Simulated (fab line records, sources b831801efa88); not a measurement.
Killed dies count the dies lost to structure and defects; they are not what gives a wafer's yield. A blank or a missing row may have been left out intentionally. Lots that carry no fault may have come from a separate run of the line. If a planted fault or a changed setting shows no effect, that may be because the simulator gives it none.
Chamber matching + flow sky130 + 4 sister chambers for SKY_SONOS_ONO_ETCH_15 on rie_diel-04
The step etches the open film in CHF3/O2, target depth 19.52 nm, time 7.8 s. 14 wafers are shown with their chamber, then 7 later ones without.

== WAFERS PAIRED WITH THEIR CHAMBERS ==
| wafer  | chamber | drypump_motor_current_A (A) | oes_product_au (a.u.) | throttle_valve_pct (%) |
|--------|---------|-----------------------------|-----------------------|------------------------|
| L172.2 | 2       | 4.9                         | 0.998                 | 8.822                  |
| L172.4 | 3       | 6.0                         | 1.008                 | 8.836                  |
| L172.5 | 2       | 4.9                         | 0.996                 | 8.820                  |
| L175.2 | 1       | 4.9                         | 1.015                 | 8.825                  |
| L175.3 | 3       | 6.0                         | 0.999                 | 8.830                  |
| L175.5 | 2       | 4.9                         | 0.991                 | 8.827                  |
| L179.1 | 0       | 5.4                         | 0.997                 | 8.848                  |
| L179.2 | 1       | 5.0                         | 1.014                 | 8.819                  |
| L179.6 | 2       | 4.9                         | 0.992                 | 8.805                  |
| L189.1 | 2       | 4.9                         | 0.995                 | 8.813                  |
| L189.3 | 1       | 4.9                         | 1.009                 | 8.821                  |
| L189.4 | 3       | 6.0                         | 1.007                 | 8.824                  |
| L190.3 | 1       | 5.0                         | 0.996                 | 8.834                  |
| L190.4 | 0       | 5.4                         | 0.995                 | 8.821                  |

SIGNATURES, as means of the wafers listed above
| reading                 | chamber 0 | chamber 1 | chamber 2 | chamber 3 | scatter within a chamber |
|-------------------------|-----------|-----------|-----------|-----------|--------------------------|
| drypump_motor_current_A | 5.400     | 4.950     | 4.900     | 6.000     | 0.0316                   |
| oes_product_au          | 0.99600   | 1.00850   | 0.99440   | 1.00467   | 0.00559                  |
| throttle_valve_pct      | 8.83450   | 8.82475   | 8.81740   | 8.83000   | 0.00929                  |
Rule: a wafer lies at a distance from a chamber equal to the root of the sum of squares, over the readings, of (its reading less the chamber's mean, divided by the reading's scatter). If the next closest chamber is less than 2 further off than the closest, the wafer can't be placed; otherwise it belongs to the closest. The scatter: take each reading less its chamber's mean, square it, sum over the shown wafers, divide by the number of wafers less the number of chambers, and take the root.

== WAFERS WITHOUT THEIR CHAMBER ==
| wafer  | drypump_motor_current_A (A) | oes_product_au (a.u.) | throttle_valve_pct (%) |
|--------|-----------------------------|-----------------------|------------------------|
| L190.5 | 5.5                         | 0.994                 | 8.821                  |
| L191.1 | 6.0                         | 1.016                 | 8.828                  |
| L191.3 | 4.8                         | 0.993                 | 8.821                  |
| L191.5 | 4.9                         | 0.994                 | 8.835                  |
| L195.1 | 4.8                         | 0.991                 | 8.808                  |
| L195.3 | 5.9                         | 1.001                 | 8.826                  |
| L195.5 | 4.8                         | 0.985                 | 8.832                  |

== WHICH CHAMBER EACH ONE RAN IN ==
| wafer  | from the rows above     | in truth |
|--------|-------------------------|----------|
| L190.5 | 0                       | 0        |
| L191.1 | 3                       | 3        |
| L191.3 | 2                       | 2        |
| L191.5 | can't be placed: 2 or 1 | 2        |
| L195.1 | 2                       | 2        |
| L195.3 | 3                       | 3        |
| L195.5 | 2                       | 2        |
Placed correctly: 6 of 7. These rows do not allow placing 1 (true chamber among the candidates in 1). Wrongly placed: 0.
